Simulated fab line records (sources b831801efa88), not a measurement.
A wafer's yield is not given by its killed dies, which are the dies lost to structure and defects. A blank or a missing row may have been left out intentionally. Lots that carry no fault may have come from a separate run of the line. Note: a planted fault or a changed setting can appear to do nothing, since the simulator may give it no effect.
Lot-split experiment | flow sky130 | on a route of 708 steps: 5 lots, 23 wafers read

== SPLIT DETAILS ==
At SKY_METAL1_DEVELOP_14 (develop time 60 s), the setting devTempC was moved away from the recipe's 21 C on 9 of the 23 wafers read, by -12.5% to +17.4%. All remaining wafers had this setting at the recipe value.

Split to reading: the file shows no intervening step.

== THE READING ==
Shown in nm: cdNm at SKY_METAL1_CD_MEAS_15, with target cd 140 nm. On this fab line, fault-free wafers typically give 140.1 nm with a standard deviation of 1.3 nm.

wafer  | tool, chamber at the split | devTempC as run, C | against the recipe | cdNm, nm | against lot-mates on the recipe
L074.1 | lithoTrack-02, 0           | 21                 | recipe             | 140.5    | -
L074.2 | lithoTrack-02, 0           | 21                 | recipe             | 140.0    | -
L074.4 | lithoTrack-02, 0           | 21                 | recipe             | 139.8    | -
L074.5 | lithoTrack-02, 0           | 18.68              | -11.0%             | 143.1    | +3.0
L074.6 | lithoTrack-02, 0           | 18.68              | -11.0%             | 143.8    | +3.7
L078.1 | lithoTrack-02, 0           | 21                 | recipe             | 138.1    | -
L078.2 | lithoTrack-02, 0           | 21                 | recipe             | 140.3    | -
L078.3 | lithoTrack-02, 0           | 21                 | recipe             | 140.9    | -
L078.5 | lithoTrack-02, 0           | 18.81              | -10.4%             | 141.7    | +1.9
L078.6 | lithoTrack-02, 0           | 18.81              | -10.4%             | 142.0    | +2.2
L079.1 | lithoTrack-04, 0           | 21                 | recipe             | 138.2    | -
L079.4 | lithoTrack-04, 0           | 21                 | recipe             | 138.2    | -
L079.5 | lithoTrack-04, 0           | 21                 | recipe             | 138.6    | -
L080.1 | lithoTrack-03, 0           | 18.37              | -12.5%             | 143.6    | +3.5
L080.2 | lithoTrack-03, 0           | 21                 | recipe             | 140.0    | -
L080.4 | lithoTrack-03, 0           | 18.37              | -12.5%             | 143.4    | +3.3
L080.5 | lithoTrack-03, 0           | 18.37              | -12.5%             | 141.5    | +1.4
L080.6 | lithoTrack-03, 0           | 21                 | recipe             | 140.1    | -
L082.2 | lithoTrack-03, 0           | 24.65              | +17.4%             | 138.2    | -3.1
L082.3 | lithoTrack-03, 0           | 21                 | recipe             | 140.9    | -
L082.4 | lithoTrack-03, 0           | 21                 | recipe             | 141.3    | -
L082.5 | lithoTrack-03, 0           | 24.65              | +17.4%             | 138.2    | -3.1
L082.6 | lithoTrack-03, 0           | 21                 | recipe             | 141.8    | -

FIT RESULTS
A straight line over all 23 wafers: cdNm changes by -0.177 nm for each +1% of devTempC; r = -0.78; the points scatter about the line by 1.2 nm.
The same after taking each lot's own level away (the mean of its wafers on the recipe; 23 wafers): -0.211 nm for each +1%; r = -0.93; scatter 0.7 nm.
Per that fit: largest devTempC move, reading shift of 3.7 nm.
The lots' own levels span 138.33 to 141.33 nm, that is 2.3 times the standard deviation above.
So the lot-to-lot level blurs the effect unless lot-mates are compared.
Check: with one of the wafers moved furthest among these (+17.4%) left out of the fit, the line predicts -3.7 nm for it against its lot-mates. It came out at -3.13 nm against them.

== ADDITIONAL SPLITS CARRIED BY THESE WAFERS ==
These wafers also went through other splits before the reading. Each is held against what the fit with the lots' levels taken away leaves over:
other split on the same wafers           | wafers away from the commonest value | r with cdNm (lot level and that fit taken away)
SKY_CONTACT_SPUTTER_23 chamberPressurePa | 5                                    | +0.05
SKY_METAL1_SPUTTER_01 timeS              | 7                                    | +0.25

== THE WHOLE CHAIN: every reading that the file lists as answering this split, in the file's order ==
step                  | what it does           | reading                                                      | change (the file's fit)               | r (the file's)
SKY_METAL1_CD_MEAS_15 | target cd 140 nm       | cdNm                                                         | -0.215 nm for each +1% of the setting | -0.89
SKY_METAL1_DESCUM_17  | chemistry O2, time 8 s | METAL1.cdNm (the simulator's own value, which no gauge read) | -0.219 nm for each +1% of the setting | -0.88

== FILE'S OWN FIT ==
cdNm changes by -0.215 nm for each +1% of devTempC, r = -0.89.
